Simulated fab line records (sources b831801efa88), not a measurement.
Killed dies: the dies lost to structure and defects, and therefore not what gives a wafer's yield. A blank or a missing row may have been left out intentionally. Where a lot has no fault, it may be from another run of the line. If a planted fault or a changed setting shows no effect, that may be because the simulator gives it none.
fab line records + flow sky130
record:
- lots: 6
- wafers: 18
- last-day: 50
route steps=708 shown VT_ADJUST_LVTN@116 VT_ADJUST_NCORE@119 VT_ADJUST_HVTR@131 PAD_OPEN@708
lots that met no fault: taken from a fault-free run of the same line
start-h: the number of hours between the record's first day and the start of the first shown wafer of the lot + wait-h: hours elapsed since this lot's preceding step + " identical to the entry in the row above + L1.1+2: several wafers, shown together as one row + - value missing, or start not given + * or withheld: withheld + < > ~ a bound
route shown NAME@n: a module of which the file shows steps, and the number in the route of the first + usual: mean and standard deviation over wafers with no fault + same: alike in all rows + chamber/n: place in a boat + sites: each site's reading + _std_site: how widely they spread, as a standard deviation + _edge_site: the outer-site mean with the inner-site mean subtracted + radius-mm: for every site, how far away it sits from the centre of the wafer + mask NAME#n: copy n + behind: the tool/chamber that last shaped the wafer + hold: the reason the lot was held/the length of the hold in hours/how it ended + device: the transistor (n, p or np) that didn't switch + end of line: at the end of the route, the tests of the same wafers + step lacking rows: just its recipe + killed: the dies lost at the first sort to structure and to defects; this is not the yield of the wafer + map: a wafer's dies, x killed, . not, _ none there
set.NAME: setting as actually run; set.NAME@STEP: the setting as run at that earlier step + model.NAME: the simulator's own value behind a step, which no gauge read
a table for each step, a row for each wafer; lots at some steps of the route
services: the hour from which a tool's chamber was out of use, counted from the record's first day as start-h (under 0 if before that day), plus the number of hours and why
== steps ==
step: SKY_VT_ADJUST_LVTN_IMPLANT_19
recipe:
- species: B
- energy-kev: 30
- dose-cm2: 6.5e+11
- tilt-deg: withheld
step: SKY_VT_ADJUST_LVTN_STRIP_20
recipe:
- chemistry: O2/N2
- power-w: 1400
- pressure-mtorr: 1500
- platen-temp-c: withheld
- o2-flow-sccm: 3000
- n2-flow-sccm: 300
- overash-fraction: 0.5
usual:
- drypump-motor-current-A: 5.4/0.56
- oes-product-au: 0.716/0.0047
- strip-time-to-endpoint-s: 14.21/0.036
| lot.wafer | tool            | chamber | start-h | wait-h | drypump-motor-current-A | oes-product-au | rf-hours-counter-h | strip-time-to-endpoint-s |
|-----------|-----------------|---------|---------|--------|-------------------------|----------------|--------------------|--------------------------|
| L402.2    | plasma-asher-01 | 1       | 161.43  | 0.1    | 4.8                     | 0.722          | 4                  | 14.23                    |
| L402.3    | "               | 1       | "       | "      | 4.8                     | 0.718          | -                  | 14.28                    |
| L402.5    | "               | 0       | "       | "      | 5.0                     | 0.715          | -                  | 14.24                    |
| L405.1    | plasma-asher-01 | 0       | 187.53  | 0.1    | 5.0                     | 0.711          | 7                  | 14.20                    |
| L405.2    | "               | 1       | "       | "      | 4.8                     | 0.715          | 7                  | 14.21                    |
| L405.6    | "               | 0       | "       | "      | 5.0                     | 0.710          | -                  | 14.15                    |
| L414.2    | plasma-asher-01 | 0       | 246.78  | 0.1    | 5.0                     | 0.722          | 13                 | 14.25                    |
| L414.3    | "               | 0       | "       | "      | 5.0                     | 0.710          | -                  | 14.22                    |
| L414.6    | "               | 1       | "       | "      | 4.8                     | 0.717          | -                  | 14.22                    |
| L415.1    | plasma-asher-01 | 1       | 253.13  | 0.1    | 4.8                     | 0.722          | 14                 | 14.26                    |
| L415.3    | "               | 0       | "       | "      | 5.0                     | 0.718          | -                  | 14.25                    |
| L415.4    | "               | 1       | "       | "      | 4.8                     | 0.728          | -                  | 14.25                    |
| L424.2    | plasma-asher-01 | 0       | 311.17  | 0.1    | 5.0                     | 0.720          | 19                 | 14.15                    |
| L424.4    | "               | 1       | "       | "      | 4.8                     | 0.719          | -                  | 14.19                    |
| L424.6    | "               | 1       | "       | "      | 4.8                     | 0.718          | -                  | 14.21                    |
| L425.3    | plasma-asher-01 | 1       | 319.21  | 0.1    | 4.8                     | 0.719          | -                  | 14.21                    |
| L425.4    | "               | 0       | "       | "      | 5.0                     | 0.723          | -                  | 14.23                    |
| L425.6    | "               | 1       | "       | "      | 4.8                     | 0.725          | -                  | 14.24                    |
step: SKY_VT_ADJUST_LVTN_TW_MEAS_21
usual:
- VT_ADJUST_LVTN_2_TW: 187.7/2.2
| lot.wafer | tool          | chamber | start-h | wait-h | VT_ADJUST_LVTN_2_TW |
|-----------|---------------|---------|---------|--------|---------------------|
| L402.2    | film-metro-04 | -       | 161.54  | 0.1    | 185.4               |
| L402.3    | "             | -       | "       | "      | 185.2               |
| L402.5    | "             | -       | "       | "      | 185.4               |
| L405.1    | film-metro-01 | -       | 187.63  | 0.1    | 190.8               |
| L405.2    | "             | -       | "       | "      | 192.2               |
| L405.6    | "             | -       | "       | "      | 191.0               |
| L414.2    | film-metro-02 | -       | 246.89  | 0.1    | 186.5               |
| L414.3    | "             | -       | "       | "      | 187.0               |
| L414.6    | "             | -       | "       | "      | 188.5               |
| L415.1    | film-metro-01 | -       | 253.23  | 0.1    | 190.2               |
| L415.3    | "             | -       | "       | "      | 191.0               |
| L415.4    | "             | -       | "       | "      | 191.7               |
| L424.2    | film-metro-02 | -       | 311.28  | 0.1    | 188.3               |
| L424.4    | "             | -       | "       | "      | 186.4               |
| L424.6    | "             | -       | "       | "      | 187.5               |
| L425.3    | film-metro-04 | -       | 319.30  | 0.1    | 186.4               |
| L425.4    | "             | -       | "       | "      | 186.8               |
| L425.6    | "             | -       | "       | "      | 185.9               |
step: SKY_VT_ADJUST_NCORE_DEHYDRATE_00
recipe:
- temp-c: 200
- time-s: 60
step: SKY_VT_ADJUST_NCORE_HMDS_01
recipe:
- prime-time-s: 60
- prime-temp-c: 120
step: SKY_VT_ADJUST_NCORE_COAT_02
recipe:
- resist: NOVOLAK
- spin-rpm: 3000
- resist-thk-nm: 1140
step: SKY_VT_ADJUST_NCORE_SOFTBAKE_03
recipe:
- temp-c: 90
- time-s: 60
- resist: NOVOLAK
step: SKY_VT_ADJUST_NCORE_EXPOSE_04
recipe:
- mask-id: LVTN_COMPLEMENT_THIN
- na: 0.6
- source-shape: conventional
- sigma-outer: 0.6
- polarization: unpolarized
- target-cd-nm: 380
- dose-mj: 139
step: SKY_VT_ADJUST_NCORE_PEB_05
recipe:
- temp-c: withheld
- time-s: *
- resist: NOVOLAK
step: SKY_VT_ADJUST_NCORE_DEVELOP_06
recipe:
- resist: NOVOLAK
- developer: TMAH
- develop-time-s: 60
- dev-temp-c: 23
step: SKY_VT_ADJUST_NCORE_CD_MEAS_07
recipe:
- target-cd-nm: 380
usual:
- cd-nm: 379.9/2.2
| lot.wafer | tool      | chamber | start-h | wait-h | cd-nm |
|-----------|-----------|---------|---------|--------|-------|
| L402.2    | cd-sem-01 | -       | 181.97  | 0.1    | 380.9 |
| L402.3    | "         | -       | "       | "      | 381.6 |
| L402.5    | "         | -       | "       | "      | 380.7 |
| L405.1    | cd-sem-01 | -       | 209.51  | 0.1    | 376.0 |
| L405.2    | "         | -       | "       | "      | 377.5 |
| L405.6    | "         | -       | "       | "      | 376.3 |
| L414.2    | cd-sem-01 | -       | 270.02  | 0.1    | 377.5 |
| L414.3    | "         | -       | "       | "      | 379.1 |
| L414.6    | "         | -       | "       | "      | 377.6 |
| L415.1    | cd-sem-02 | -       | 277.26  | 0.1    | 378.3 |
| L415.3    | "         | -       | "       | "      | 379.3 |
| L415.4    | "         | -       | "       | "      | 380.0 |
| L424.2    | cd-sem-01 | -       | 337.15  | 0.1    | 378.0 |
| L424.4    | "         | -       | "       | "      | 378.6 |
| L424.6    | "         | -       | "       | "      | 378.4 |
| L425.3    | cd-sem-02 | -       | 345.80  | 0.1    | 378.3 |
| L425.4    | "         | -       | "       | "      | 378.7 |
| L425.6    | "         | -       | "       | "      | 380.3 |
step: SKY_VT_ADJUST_NCORE_OVL_MEAS_08
usual:
- VT_ADJUST_NCORE_OVL: 0.1/1.4
| lot.wafer | tool       | chamber | start-h | wait-h | VT_ADJUST_NCORE_OVL[nm] |
|-----------|------------|---------|---------|--------|-------------------------|
| L402.2    | overlay-01 | -       | 182.08  | 0.1    | -0.4                    |
| L402.3    | "          | -       | "       | "      | -0.3                    |
| L402.5    | "          | -       | "       | "      | 1.6                     |
| L405.1    | overlay-02 | -       | 209.63  | 0.1    | -0.9                    |
| L405.2    | "          | -       | "       | "      | 0.8                     |
| L405.6    | "          | -       | "       | "      | 1.1                     |
| L414.2    | overlay-01 | -       | 270.13  | 0.1    | -2.0                    |
| L414.3    | "          | -       | "       | "      | -3.1                    |
| L414.6    | "          | -       | "       | "      | -1.4                    |
| L415.1    | overlay-02 | -       | 277.38  | 0.1    | -0.5                    |
| L415.3    | "          | -       | "       | "      | 0.4                     |
| L415.4    | "          | -       | "       | "      | 0.1                     |
| L424.2    | overlay-02 | -       | 337.26  | 0.1    | -0.2                    |
| L424.4    | "          | -       | "       | "      | -1.5                    |
| L424.6    | "          | -       | "       | "      | -2.5                    |
| L425.3    | overlay-02 | -       | 345.89  | 0.1    | 0.8                     |
| L425.4    | "          | -       | "       | "      | -2.2                    |
| L425.6    | "          | -       | "       | "      | -0.9                    |
step: SKY_VT_ADJUST_NCORE_IMPLANT_09
recipe:
- species: B
- energy-kev: 10
- dose-cm2: 2.4e+12
- tilt-deg: withheld
usual:
- dose-ions-cm2: 2.4007e+12/2.7e+09
- faraday-current-uA: 13.5/0.31
| lot.wafer | tool         | chamber | start-h | wait-h | dose-ions-cm2 | faraday-current-uA |
|-----------|--------------|---------|---------|--------|---------------|--------------------|
| L402.2    | implanter-01 | 0       | 182.13  | 0.0    | 2.4013e+12    | 13.1               |
| L402.3    | "            | 0       | "       | "      | 2.406e+12     | 13.8               |
| L402.5    | "            | 0       | "       | "      | 2.4017e+12    | 13.6               |
| L405.1    | implanter-01 | 0       | 209.67  | 0.0    | 2.4021e+12    | 13.5               |
| L405.2    | "            | 0       | "       | "      | 2.4018e+12    | 13.0               |
| L405.6    | "            | 0       | "       | "      | 2.4028e+12    | 13.6               |
| L414.2    | implanter-01 | 0       | 270.18  | 0.0    | 2.433e+11     | 1.3                |
| L414.3    | "            | 0       | "       | "      | 2.398e+11     | 1.4                |
| L414.6    | "            | 0       | "       | "      | 2.417e+11     | 1.4                |
| L415.1    | implanter-01 | 0       | 277.42  | 0.0    | 2.427e+11     | 1.3                |
| L415.3    | "            | 0       | "       | "      | 2.45e+11      | 1.3                |
| L415.4    | "            | 0       | "       | "      | 2.368e+11     | 1.3                |
| L424.2    | implanter-03 | 0       | 337.31  | 0.0    | 2.4015e+12    | 13.4               |
| L424.4    | "            | 0       | "       | "      | 2.404e+12     | 13.6               |
| L424.6    | "            | 0       | "       | "      | 2.402e+12     | 13.6               |
| L425.3    | implanter-02 | 0       | 345.97  | 0.1    | 2.3975e+12    | 14.0               |
| L425.4    | "            | 0       | "       | "      | 2.3993e+12    | 13.8               |
| L425.6    | "            | 0       | "       | "      | 2.4016e+12    | 13.8               |
step: SKY_VT_ADJUST_NCORE_STRIP_10
recipe:
- chemistry: O2/N2
- power-w: 1400
- pressure-mtorr: 1500
- platen-temp-c: withheld
- o2-flow-sccm: 3000
- n2-flow-sccm: 300
- overash-fraction: 0.5
usual:
- drypump-motor-current-A: 5.9/0.41
- oes-product-au: 0.716/0.0047
- strip-time-to-endpoint-s: 14.18/0.04
| lot.wafer | tool            | chamber | start-h | wait-h | drypump-motor-current-A | oes-product-au | rf-hours-counter-h | strip-time-to-endpoint-s |
|-----------|-----------------|---------|---------|--------|-------------------------|----------------|--------------------|--------------------------|
| L402.2    | plasma-asher-02 | 0       | 182.26  | 0.1    | 6.6                     | 0.706          | 47                 | 14.19                    |
| L402.3    | "               | 0       | "       | "      | 6.6                     | 0.710          | -                  | 14.18                    |
| L402.5    | "               | 0       | "       | "      | 6.6                     | 0.719          | -                  | 14.20                    |
| L405.1    | plasma-asher-04 | 1       | 209.82  | 0.1    | 6.0                     | 0.721          | 41                 | 14.14                    |
| L405.2    | "               | 0       | "       | "      | 5.7                     | 0.710          | 41                 | 14.18                    |
| L405.6    | "               | 0       | "       | "      | 5.6                     | 0.711          | -                  | 14.17                    |
| L414.2    | plasma-asher-03 | 0       | 270.31  | 0.1    | 5.4                     | 0.710          | 59                 | 14.20                    |
| L414.3    | "               | 1       | "       | "      | 6.4                     | 0.720          | -                  | 14.20                    |
| L414.6    | "               | 0       | "       | "      | 5.4                     | 0.717          | -                  | 14.25                    |
| L415.1    | plasma-asher-02 | 0       | 277.57  | 0.1    | 6.5                     | 0.720          | 55                 | 14.17                    |
| L415.3    | "               | 1       | "       | "      | 5.8                     | 0.714          | -                  | 14.20                    |
| L415.4    | "               | 0       | "       | "      | 6.5                     | 0.715          | -                  | 14.18                    |
| L424.2    | plasma-asher-04 | 1       | 337.44  | 0.1    | 6.0                     | 0.717          | 53                 | 14.19                    |
| L424.4    | "               | 0       | "       | "      | 5.7                     | 0.714          | -                  | 14.21                    |
| L424.6    | "               | 1       | "       | "      | 6.0                     | 0.721          | -                  | 14.17                    |
| L425.3    | plasma-asher-03 | 1       | 346.10  | 0.1    | 6.3                     | 0.715          | -                  | 14.13                    |
| L425.4    | "               | 0       | "       | "      | 5.4                     | 0.724          | -                  | 14.11                    |
| L425.6    | "               | 0       | "       | "      | 5.4                     | 0.716          | -                  | 14.13                    |
step: SKY_VT_ADJUST_NCORE_TW_MEAS_11
usual:
- VT_ADJUST_NCORE_TW: 219.8/1.8
| lot.wafer | tool          | chamber | start-h | wait-h | VT_ADJUST_NCORE_TW |
|-----------|---------------|---------|---------|--------|--------------------|
| L402.2    | film-metro-03 | -       | 182.37  | 0.1    | 220.1              |
| L402.3    | "             | -       | "       | "      | 221.4              |
| L402.5    | "             | -       | "       | "      | 220.8              |
| L405.1    | film-metro-02 | -       | 209.92  | 0.1    | 217.2              |
| L405.2    | "             | -       | "       | "      | 217.5              |
| L405.6    | "             | -       | "       | "      | 218.4              |
| L414.2    | film-metro-02 | -       | 270.42  | 0.1    | 117.8              |
| L414.3    | "             | -       | "       | "      | 117.9              |
| L414.6    | "             | -       | "       | "      | 118.6              |
| L415.1    | film-metro-01 | -       | 277.67  | 0.1    | 121.2              |
| L415.3    | "             | -       | "       | "      | 120.8              |
| L415.4    | "             | -       | "       | "      | 119.5              |
| L424.2    | film-metro-02 | -       | 337.55  | 0.1    | 216.7              |
| L424.4    | "             | -       | "       | "      | 216.5              |
| L424.6    | "             | -       | "       | "      | 216.7              |
| L425.3    | film-metro-03 | -       | 346.19  | 0.1    | 220.9              |
| L425.4    | "             | -       | "       | "      | 219.8              |
| L425.6    | "             | -       | "       | "      | 219.6              |
step: SKY_VT_ADJUST_HVTR_DEHYDRATE_00
recipe:
- temp-c: 200
- time-s: 60
step: SKY_PAD_OPEN_PROBE_99
usual:
- killed_at_M0_to_M3: 43/7.7
- killed_at_M4_up: 3.1/1.7
- killed-at-contacts: 23/4.8
- killed-at-front-end: 15/4.5
- killed-at-other: 0.3/0.58
- killed-dies: 85/10
- killed-open: 46/7.5
- killed-short: 38/6.5
same:
- gross-dies: 492
- killed-at-back-side: 0
| lot.wafer | tool      | chamber | start-h | wait-h | killed_at_M0_to_M3 | killed_at_M4_up | killed-at-contacts | killed-at-front-end | killed-at-other | killed-dies | killed-open | killed-short | model.etest.pfet_16v.r-on-ohm-um | model.etest.nfet_16v.r-on-ohm-um | model.etest.pfet-g5v0d10v5.r-on-ohm-um | model.etest.tip-p.rs-ohm-sq | model.etest.pfet_01v8.r-on-ohm-um | model.etest.res-pwell-under-gate.rs-ohm-sq | model.etest.nfet-g5v0d10v5.r-on-ohm-um | model.etest.tip_p_5v.rs-ohm-sq |
|-----------|-----------|---------|---------|--------|--------------------|-----------------|--------------------|---------------------|-----------------|-------------|-------------|--------------|----------------------------------|----------------------------------|----------------------------------------|-----------------------------|-----------------------------------|--------------------------------------------|----------------------------------------|--------------------------------|
| L402.2    | prober-02 | -       | 1070.49 | 0.1    | 42                 | 3               | 14                 | 13                  | 0               | 72          | 36          | 36           | 1.589e+04                        | 1.426e+04                        | 4761                                   | 7125                        | 3030                              | 2295                                       | 1895                                   | 2883                           |
| L402.3    | prober-02 | -       | 1070.54 | 0.2    | 37                 | 4               | 19                 | 11                  | 1               | 72          | 45          | 27           | 1.571e+04                        | 1.434e+04                        | 4733                                   | 7025                        | 2874                              | 2302                                       | 1882                                   | 2870                           |
| L402.5    | prober-02 | -       | 1070.64 | 0.2    | 44                 | 4               | 16                 | 17                  | 0               | 81          | 37          | 44           | 1.563e+04                        | 1.409e+04                        | 4743                                   | 7118                        | 2944                              | 2298                                       | 1860                                   | 2882                           |
| L405.1    | prober-01 | -       | 1105.97 | 0.1    | 41                 | 2               | 29                 | 8                   | 0               | 80          | 45          | 35           | 1.542e+04                        | 1.431e+04                        | 4872                                   | 6652                        | 2921                              | 2287                                       | 1924                                   | 2849                           |
| L405.2    | prober-01 | -       | 1106.02 | 0.1    | 40                 | 2               | 23                 | 11                  | 0               | 76          | 42          | 33           | 1.518e+04                        | 1.439e+04                        | 4817                                   | 6686                        | 2889                              | 2283                                       | 1922                                   | 2834                           |
| L405.6    | prober-01 | -       | 1106.22 | 0.2    | 40                 | 2               | 24                 | 8                   | 0               | 74          | 38          | 34           | 1.516e+04                        | 1.42e+04                         | 4791                                   | 6643                        | 2830                              | 2275                                       | 1906                                   | 2866                           |
| L414.2    | prober-02 | -       | 1152.47 | 0.1    | 48                 | 0               | 22                 | 17                  | 1               | 88          | 53          | 35           | 1.9e+04                          | 1.144e+04                        | 5832                                   | 7571                        | 3271                              | 2601                                       | 1610                                   | 3076                           |
| L414.3    | prober-02 | -       | 1152.52 | 0.2    | 40                 | 4               | 29                 | 21                  | 0               | 94          | 54          | 40           | 1.864e+04                        | 1.127e+04                        | 5816                                   | 7620                        | 3306                              | 2616                                       | 1612                                   | 3071                           |
| L414.6    | prober-02 | -       | 1152.67 | 0.2    | 42                 | 3               | 23                 | 17                  | 1               | 86          | 51          | 33           | 1.898e+04                        | 1.139e+04                        | 5845                                   | 7629                        | 3305                              | 2611                                       | 1634                                   | 3074                           |
| L415.1    | prober-01 | -       | 1157.75 | 0.1    | 54                 | 2               | 23                 | 15                  | 0               | 94          | 47          | 47           | 1.82e+04                         | 1.113e+04                        | 5753                                   | 7525                        | 3299                              | 2580                                       | 1592                                   | 3064                           |
| L415.3    | prober-01 | -       | 1157.85 | 0.2    | 40                 | 5               | 21                 | 16                  | 0               | 82          | 42          | 40           | 1.805e+04                        | 1.098e+04                        | 5808                                   | 7524                        | 3323                              | 2589                                       | 1598                                   | 3052                           |
| L415.4    | prober-01 | -       | 1157.90 | 0.2    | 48                 | 4               | 17                 | 15                  | 0               | 84          | 50          | 34           | 1.815e+04                        | 1.113e+04                        | 5905                                   | 7528                        | 3394                              | 2593                                       | 1641                                   | 3044                           |
| L424.2    | prober-02 | -       | 1193.67 | 0.1    | 41                 | 6               | 29                 | 8                   | 0               | 84          | 52          | 32           | 1.536e+04                        | 1.413e+04                        | 4719                                   | 6677                        | 2810                              | 2272                                       | 1891                                   | 2810                           |
| L424.4    | prober-02 | -       | 1193.77 | 0.2    | 36                 | 5               | 33                 | 21                  | 0               | 95          | 46          | 49           | 1.484e+04                        | 1.392e+04                        | 4663                                   | 6730                        | 2814                              | 2288                                       | 1878                                   | 2819                           |
| L424.6    | prober-02 | -       | 1193.87 | 0.2    | 59                 | 6               | 22                 | 10                  | 1               | 98          | 53          | 44           | 1.538e+04                        | 1.41e+04                         | 4655                                   | 6736                        | 2737                              | 2286                                       | 1873                                   | 2807                           |
| L425.3    | prober-01 | -       | 1199.30 | 0.2    | 39                 | 2               | 22                 | 11                  | 0               | 74          | 32          | 38           | 1.613e+04                        | 1.404e+04                        | 4848                                   | 7087                        | 2992                              | 2298                                       | 1902                                   | 2852                           |
| L425.4    | prober-01 | -       | 1199.35 | 0.2    | 34                 | 3               | 28                 | 15                  | 1               | 81          | 47          | 31           | 1.538e+04                        | 1.397e+04                        | 4819                                   | 7098                        | 2996                              | 2272                                       | 1890                                   | 2842                           |
| L425.6    | prober-01 | -       | 1199.45 | 0.2    | 42                 | 1               | 27                 | 20                  | 0               | 90          | 54          | 34           | 1.595e+04                        | 1.402e+04                        | 4802                                   | 7081                        | 2987                              | 2280                                       | 1881                                   | 2862                           |
killed by level:class
L402.2 VIA2:geometric-particle:open=12 VIA1:geometric-particle:open=8 METAL1:geometric-particle:short=7 METAL2:geometric-particle:short=6 FIELD_ISO:geometric-particle:open=4 VIA1:geometric-particle:short=4 LOCAL_INTERCONNECT:geometric-particle:short=4 CONTACT:geometric-particle:open=4
L402.3 VIA1:geometric-particle:open=13 LOCAL_INTERCONNECT:geometric-particle:short=7 CONTACT:geometric-particle:open=6 VIA2:geometric-particle:open=6 VIA3:geometric-particle:open=6 POLY_GATE:geometric-particle:open=4 LI_CONTACT:geometric-particle:open=4 METAL4:geometric-particle:short=4
L402.5 VIA1:geometric-particle:open=10 METAL1:geometric-particle:short=6 VIA2:geometric-particle:short=5 VIA3:geometric-particle:open=5 FIELD_ISO:geometric-particle:short=4 POLY_GATE:geometric-particle:short=4 POLY_GATE:geometric-particle:open=4 LI_CONTACT:geometric-particle:open=4
L405.1 CONTACT:geometric-particle:open=9 VIA1:geometric-particle:open=8 CONTACT:geometric-particle:short=6 LI_CONTACT:geometric-particle:open=6 VIA3:geometric-particle:open=6 VIA2:geometric-particle:short=6 LOCAL_INTERCONNECT:geometric-particle:short=4 METAL1:geometric-particle:short=4
L405.2 CONTACT:geometric-particle:open=10 METAL2:geometric-particle:short=9 VIA3:geometric-particle:open=6 LI_CONTACT:geometric-particle:open=6 VIA2:geometric-particle:open=6 VIA1:geometric-particle:open=6 VIA1:geometric-particle:short=5 FIELD_ISO:geometric-particle:short=4
L405.6 VIA1:geometric-particle:open=16 LOCAL_INTERCONNECT:geometric-particle:short=7 LI_CONTACT:geometric-particle:open=6 LOCAL_INTERCONNECT:geometric-particle:open=4 METAL1:geometric-particle:short=4 VIA1:geometric-particle:short=4 VIA3:geometric-particle:open=3 LI_CONTACT:geometric-particle:short=3
L414.2 VIA1:geometric-particle:open=14 CONTACT:geometric-particle:open=8 VIA3:geometric-particle:open=7 METAL2:geometric-particle:short=6 POLY_GATE:geometric-particle:short=5 CONTACT:geometric-particle:short=5 VIA1:geometric-particle:short=5 VIA2:geometric-particle:open=5
L414.3 LI_CONTACT:geometric-particle:open=11 CONTACT:geometric-particle:open=10 VIA3:geometric-particle:open=7 METAL1:geometric-particle:short=6 POLY_GATE:geometric-particle:short=6 VIA1:geometric-particle:open=6 FIELD_ISO:geometric-particle:open=5 POLY_GATE:geometric-particle:open=5
L414.6 VIA1:geometric-particle:open=12 LI_CONTACT:geometric-particle:open=8 VIA3:geometric-particle:open=8 VIA2:geometric-particle:open=7 POLY_GATE:geometric-particle:open=6 CONTACT:geometric-particle:open=6 LI_CONTACT:geometric-particle:short=4 CONTACT:geometric-particle:short=4
L415.1 VIA1:geometric-particle:open=12 METAL1:geometric-particle:short=8 METAL2:geometric-particle:short=8 LI_CONTACT:geometric-particle:open=5 LOCAL_INTERCONNECT:geometric-particle:short=5 CONTACT:geometric-particle:open=5 METAL3:geometric-particle:short=5 VIA3:geometric-particle:open=5
L415.3 VIA1:geometric-particle:open=12 CONTACT:geometric-particle:open=6 METAL2:geometric-particle:short=6 VIA3:geometric-particle:open=6 LI_CONTACT:geometric-particle:open=5 LOCAL_INTERCONNECT:geometric-particle:short=5 FIELD_ISO:geometric-particle:open=4 POLY_GATE:geometric-particle:short=4
L415.4 VIA1:geometric-particle:open=15 CONTACT:geometric-particle:open=8 POLY_GATE:geometric-particle:open=5 LI_CONTACT:geometric-particle:open=5 METAL3:geometric-particle:short=5 METAL1:geometric-particle:short=5 METAL2:geometric-particle:short=5 FIELD_ISO:geometric-particle:open=4
L424.2 LI_CONTACT:geometric-particle:open=14 CONTACT:geometric-particle:open=8 METAL2:geometric-particle:short=8 VIA2:geometric-particle:open=8 VIA1:geometric-particle:open=6 VIA3:geometric-particle:open=4 CONTACT:geometric-particle:short=4 METAL1:geometric-particle:short=4
L424.4 CONTACT:geometric-particle:short=10 LI_CONTACT:geometric-particle:open=9 METAL2:geometric-particle:short=9 VIA1:geometric-particle:open=7 FIELD_ISO:geometric-particle:short=6 CONTACT:geometric-particle:open=6 VIA2:geometric-particle:open=6 FIELD_ISO:geometric-particle:open=5
L424.6 VIA1:geometric-particle:open=13 CONTACT:geometric-particle:open=10 METAL2:geometric-particle:short=10 VIA2:geometric-particle:open=9 VIA3:geometric-particle:open=7 LI_CONTACT:geometric-particle:open=6 METAL4:geometric-particle:short=5 VIA2:geometric-particle:short=4
L425.3 VIA1:geometric-particle:open=10 METAL1:geometric-particle:short=8 LI_CONTACT:geometric-particle:open=6 METAL3:geometric-particle:short=5 CONTACT:geometric-particle:open=5 LOCAL_INTERCONNECT:geometric-particle:short=4 FIELD_ISO:geometric-particle:short=3 CONTACT:geometric-particle:short=3
L425.4 VIA1:geometric-particle:open=11 LI_CONTACT:geometric-particle:open=10 CONTACT:geometric-particle:open=9 METAL1:geometric-particle:short=6 LOCAL_INTERCONNECT:geometric-particle:short=5 FIELD_ISO:geometric-particle:open=4 FIELD_ISO:geometric-particle:short=3 VIA3:geometric-particle:short=3
L425.6 CONTACT:geometric-particle:open=11 VIA1:geometric-particle:open=10 FIELD_ISO:geometric-particle:open=8 LOCAL_INTERCONNECT:geometric-particle:short=6 METAL1:geometric-particle:short=6 VIA2:geometric-particle:open=6 FIELD_ISO:geometric-particle:short=5 CONTACT:geometric-particle:short=5
== services ==
| tool            | chamber | start-h | hours | kind   |
|-----------------|---------|---------|-------|--------|
| implanter-02    | -       | 168.80  | 2.5   | pm     |
| plasma-asher-03 | -       | 174.84  | 2.8   | pm     |
| plasma-asher-04 | -       | 187.54  | 1.2   | repair |
| plasma-asher-04 | -       | 192.15  | 0.5   | repair |
| plasma-asher-03 | -       | 196.30  | 2.4   | repair |
| implanter-03    | -       | 202.55  | 3.5   | repair |
| plasma-asher-03 | -       | 216.34  | 0.4   | repair |
| plasma-asher-02 | -       | 227.51  | 12.0  | repair |
| plasma-asher-01 | -       | 243.62  | 0.6   | repair |
| plasma-asher-04 | -       | 249.11  | 2.8   | pm     |
| implanter-02    | -       | 267.09  | 1.9   | repair |
| implanter-03    | -       | 280.04  | 8.7   | pm     |
| implanter-03    | -       | 292.56  | 2.3   | repair |
| implanter-03    | -       | 293.73  | 2.6   | repair |
| plasma-asher-04 | -       | 325.94  | 1.6   | repair |
| implanter-02    | -       | 326.82  | 6.9   | repair |
== key ==
first-sign:
- step: SKY_VT_ADJUST_NCORE_IMPLANT_09
- reading: dose-ions-cm2
- direction: down
- sigmas: 99+
- usual: *
- struck: *
effect:
- step: SKY_VT_ADJUST_NCORE_IMPLANT_09
- reading: faraday-current-uA
- direction: down
- sigmas: 40
- usual: 13.5
- struck: 1.3
effect:
- step: SKY_VT_ADJUST_NCORE_TW_MEAS_11
- reading: VT_ADJUST_NCORE_TW
- direction: down
- sigmas: 56
- usual: 219.8
- struck: 119.3
model-effect:
- step: SKY_PAD_OPEN_PROBE_99
- value: etest.pfet_16v.r-on-ohm-um
- without: 1.557e+04
- struck: 1.85e+04
met-at SKY_VT_ADJUST_NCORE_IMPLANT_09
struck-wafers L414.2,L414.3,L414.6,L415.1,L415.3,L415.4
tester-left-out L414,L415
onset-between 209.67 270.18
fault:
- kind: process-parameter-drift
- tool: implanter-01
- chamber: -
- onset-h: 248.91
- steps: SKY_VT_ADJUST_NCORE_IMPLANT_09
- channel: dose-cm2
- offset: *
- shape: step
- end-h: 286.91
- acts-in: *
- stated: *
tester-left-out: of these lots the tester's yield and bins aren't shown, on N5 and GAA mostly nor the transistor test; their killed dies are dies lost to structure and defects alone, not to doping, threshold or leakage, so they don't give the yield
